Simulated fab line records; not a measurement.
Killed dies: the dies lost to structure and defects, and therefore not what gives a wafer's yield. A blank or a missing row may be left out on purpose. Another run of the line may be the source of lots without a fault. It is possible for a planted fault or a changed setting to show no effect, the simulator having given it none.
One fault seen from 2 desks || flow sky130 || every desk sees just its own numbers, and what lay behind them comes last

## AT THE TOOL OWNER'S DESK: rie_diel-01
The tool's own readings at SKY_VIA2_ETCH_14 (etches BARC in N2/H2, stops on SiO2, time 45.9 s, target depth 60 nm): means of the sampled wafers that have a number, for each lot that ran on this tool. The brackets show how far a lot's mean lies from the usual mean; more than 4 standard deviations puts the lot out of limits, marked OUT.
Columns: A = bias_w at SKY_VIA2_ETCH_14, usual 100.0 W; B = drypump_motor_current_A at SKY_VIA2_ETCH_14, usual 5.6 A; C = oes_product_au at SKY_VIA2_ETCH_14, usual 0.855 a.u.; D = throttle_valve_pct at SKY_VIA2_ETCH_14, usual 13.224 %
{"lot": "L451", "first seen here": "day 37 00:06", "A": 100.2, "B": 5.5, "C": 0.859, "D": 13.225}
{"lot": "L454", "first seen here": "day 38 07:57", "A": "92.7 (-24) OUT", "B": 5.7, "C": 0.850, "D": 13.227}
{"lot": "L459", "first seen here": "day 39 07:53", "A": "93.1 (-23) OUT", "B": 5.9, "C": 0.848, "D": 13.228}
This desk finds L454, L459 out of limits, L454 being first, at day 38 07:57 (bias_w at SKY_VIA2_ETCH_14). In limits: L451.

## THE METROLOGY DESK
What the gauges read for every lot (on any tool): the sampled wafers with a number, averaged. The brackets show how far a lot's mean lies from the usual mean; more than 4 standard deviations puts the lot out of limits, marked OUT.
Columns: A = VIA2_BOW at SKY_VIA2_BOW_MEAS_03, usual 88 um; B = cd_nm at SKY_VIA2_CD_MEAS_12, usual 199.8 nm; C = VIA2_OVL at SKY_VIA2_OVL_MEAS_13, usual 3 nm
{"lot": "L450", "first seen here": "day 35 20:05", "A": 98, "B": 201.5, "C": -4}
{"lot": "L451", "first seen here": "day 35 21:49", "A": 89, "B": 200.5, "C": 7}
{"lot": "L454", "first seen here": "day 37 06:28", "A": 92, "B": 199.5, "C": 5}
{"lot": "L459", "first seen here": "day 38 06:35", "A": 88, "B": 199.9, "C": -1}
{"lot": "L460", "first seen here": "day 38 16:49", "A": 82, "B": 200.5, "C": -7}
{"lot": "L467", "first seen here": "day 40 18:19", "A": 78, "B": 201.6, "C": 0}
Finding of this desk: none of the 6 lots has anything out of limits.

## TAKEN TOGETHER
The tool owner's desk had the chance to raise an alarm at day 38 07:57 on L454, L459.
Metrology desk: nothing out of limits seen.
The metrology desk holds a record of L454, L459, inside its limits.
SKY_VIA2_ETCH_14 was run on rie_diel-01 by each of the lots named.

## WHAT THE SIMULATOR HAD INSERTED
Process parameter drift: rie_diel-01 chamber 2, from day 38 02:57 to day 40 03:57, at SKY_VIA2_ETCH_14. The setting bias_w was moved by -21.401, starting from 100. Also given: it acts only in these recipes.
Struck lots among those shown: L454, L459.
Time in hours from fault onset to the first out-of-limits reading at each desk: the tool owner's desk, 5.
